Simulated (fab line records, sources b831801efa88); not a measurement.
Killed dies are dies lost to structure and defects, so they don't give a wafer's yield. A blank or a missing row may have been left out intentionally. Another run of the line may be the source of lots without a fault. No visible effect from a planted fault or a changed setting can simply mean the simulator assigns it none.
A lot that was struck, set against a sound lot :: flow sky130 :: 16 out of 708 route steps
Sound: these wafers, L617.1, L617.2, L617.3. Wafers L631.3, L631.4 were the ones struck. The cause is given at the end.
For every step that has rows: the tool of each side, followed by ch and its chambers, followed by its first start. Under that, the readings that differ: sound wafers :: struck wafers :: difference of the means :: sigmas: that difference in standard deviations of wafers without a fault.
alike: same words and numbers on both sides, and readings whose means sit less than 2 such deviations apart. not compared: any withheld reading, any reading some wafer has no value for, any bound like >300 that may hide the same value, and any number with overlapping values for which the record gives no deviation.
The two part at a step that has a row with sigmas, a row that says differs or no value, or rows on one side only. When numbers do not overlap yet have no deviation, they are printed without sigmas and do not part them. Lack of a reading on every wafer of one side parts them only where that side has two or more wafers.

first, 1 step without rows for these wafers: SKY_FIELD_ISO_DEVELOP_12 (develop time 60 s).
SKY_FIELD_ISO_CD_MEAS_13 targets a cd of 150 nm.
  sound on cd_sem-02, day 2 13:23; struck on cd_sem-01, day 5 20:49
  alike: cd_nm
SKY_FIELD_ISO_ETCH_14: etches BARC in N2/H2, stops on SiO2, time 45.9 s, target depth 60 nm.
  sound on rie_diel-01 ch 0,2,3, day 2 13:30; struck on rie_diel-02 ch 0,1, day 5 20:54
  alike: drypump_motor_current_A, oes_product_au, throttle_valve_pct
  not compared: rf_hours_counter_h
SKY_FIELD_ISO_ETCH_15: etches the open film in CHF3/O2, stops on Si, target depth 180 nm, time 72 s.
  sound on rie_diel-01 ch 0,2,3, day 2 13:33; struck on rie_diel-02 ch 0,1, day 5 20:56
  alike: drypump_motor_current_A, oes_product_au, throttle_valve_pct
  not compared: rf_hours_counter_h
SKY_FIELD_ISO_STRIP_16: strips in O2/N2.
  sound on plasma_asher-04 ch 0,1, day 2 13:36; struck on plasma_asher-01 ch 0,1, day 5 21:02
reading: strip_time_to_endpoint_s (s)
sound: 3.539 3.557 3.523
struck: 3.593 3.611
difference: +0.062
sigmas: +2
  alike: drypump_motor_current_A, oes_product_au
  not compared: rf_hours_counter_h
SKY_FIELD_ISO_ETCH_17: etches Si in HBr/Cl2/O2, target depth 342 nm, time 97.7 s.
  sound on rie_si-01 ch 0,1,2, day 2 13:42; struck on rie_si-01 ch 0,3, day 5 21:06
reading: oes_product_au (a.u.)
sound: 1.004 0.988 0.990
struck: 1.016 1.029
difference: +0.028
sigmas: +3
  alike: drypump_motor_current_A, he_backside_leak_sccm, mfc_cl2_sccm, throttle_valve_pct
  not compared: rf_hours_counter_h
then, 5 steps without rows for these wafers: SKY_FIELD_ISO_WET_ETCH_18 (etches Si3N4 in H3PO4, target depth 25 nm, time 286 s); SKY_FIELD_ISO_CLEAN_19 (cleans in SC1/SC2, time 150 s); SKY_FIELD_ISO_CLEAN_20 (cleans in dHF, time 20 s); SKY_FIELD_ISO_WET_ETCH_21 (etches SiO2 in dHF, target depth 20 nm, time 400 s); SKY_FIELD_ISO_OXIDATION_22 (stabilise 600 s, purge 300 s, target thk 10 nm).
SKY_FIELD_ISO_THK_MEAS_23:
  sound on film_metro-03, day 2 15:25; struck on film_metro-01, day 5 23:30
  alike: FIELD_ISO_OXIDATION_01_THK
SKY_FIELD_ISO_CVD_24: deposits SiO2, target thk 595 nm, time 99.2 s.
  sound on hdpcvd-02 ch 0,1,2, day 2 15:29; struck on hdpcvd-02 ch 0,2, day 5 23:32
reading: model.SiO2_of_FIELD_ISO_CVD_24.thk_nm (nm)
sound: 583.5 599.3 581.4
struck: 639.5 643.8
difference: +53.6
sigmas: 
SKY_FIELD_ISO_THK_MEAS_25:
  sound on film_metro-01, day 2 15:33; struck on film_metro-03, day 5 23:38
reading: FIELD_ISO_CVD_24_THK (nm)
sound: 584 599 582
struck: 639 644
difference: +53
sigmas: +7
then, 1 step without rows for these wafers: SKY_FIELD_ISO_ANNEAL_26 (time 1800 s).
SKY_PAD_OPEN_PROBE_99:
  the record has rows for the sound wafers here (prober-01, day 46 06:02) and none for the struck ones

## WHERE THEY PART
First at SKY_FIELD_ISO_STRIP_16; last, within this record, at SKY_PAD_OPEN_PROBE_99.

WHY: what the simulator had put in
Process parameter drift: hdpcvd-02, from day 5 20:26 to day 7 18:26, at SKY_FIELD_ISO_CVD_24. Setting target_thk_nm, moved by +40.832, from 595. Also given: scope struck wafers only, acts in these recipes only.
